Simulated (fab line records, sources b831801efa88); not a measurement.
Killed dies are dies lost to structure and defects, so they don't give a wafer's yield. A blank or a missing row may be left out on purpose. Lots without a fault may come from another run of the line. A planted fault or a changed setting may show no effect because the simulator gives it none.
Chamber matching | flow sfq_line | SFQ_TRILAYER_I2_CMP_CMP_064 on cmp-01: 4 sister chambers
The step polishes SiO2. 8 wafers are shown with their chamber, then 10 later ones without.

WAFERS WITH THEIR CHAMBER
wafer  | chamber | motor_current_A (A) | time_to_endpoint_s (s)
L221.2 | 2       | 10.2                | 193
L228.4 | 3       | 11.1                | 216
L228.5 | 0       | 8.6                 | 218
L234.2 | 2       | 10.0                | 200
L234.3 | 1       | 10.0                | 200
L234.4 | 3       | 10.5                | 221
L235.2 | 0       | 9.1                 | 223
L235.5 | 1       | 9.6                 | 219

WAFERS WITHOUT THEIR CHAMBER
wafer  | motor_current_A (A) | time_to_endpoint_s (s)
L235.6 | 9.7                 | 202
L240.4 | 10.3                | 207
L240.1 | 9.6                 | 216
L240.5 | 9.8                 | 215
L243.2 | 10.1                | 208
L243.4 | 8.9                 | 228
L243.5 | 10.7                | 226
L244.2 | 9.9                 | 212
L244.4 | 10.4                | 218
L244.5 | 8.3                 | 236

WHICH CHAMBER EACH WENT THROUGH
wafer  | from the rows above          | in truth
L235.6 | can't be placed: 1 or 2      | 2
L240.4 | can't be placed: 2 or 1 or 3 | 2
L240.1 | can't be placed: 1 or 0 or 2 | 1
L240.5 | can't be placed: 1 or 2      | 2
L243.2 | can't be placed: 1 or 2 or 3 | 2
L243.4 | 0                            | 0
L243.5 | 3                            | 3
L244.2 | can't be placed: 1 or 2      | 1
L244.4 | can't be placed: 3 or 1 or 2 | 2
L244.5 | 0                            | 0
Placed correctly: 3 of 10. Can't be placed from these rows: 7 (the true chamber is among the candidates in 7). Placed wrongly: 0.
How it was worked out, from the rows above alone: a wafer's distance from a chamber is the root of the sum, over the readings, of the square of ((its reading less the chamber's mean) divided by the reading's scatter). The wafer belongs to the nearest chamber; if the next one is less than 2 further off, it can't be placed. A chamber's mean is the mean of its shown wafers. The scatter: the root of (the sum of the squares of (reading less its chamber's mean) over the shown wafers, divided by (wafers less chambers)).
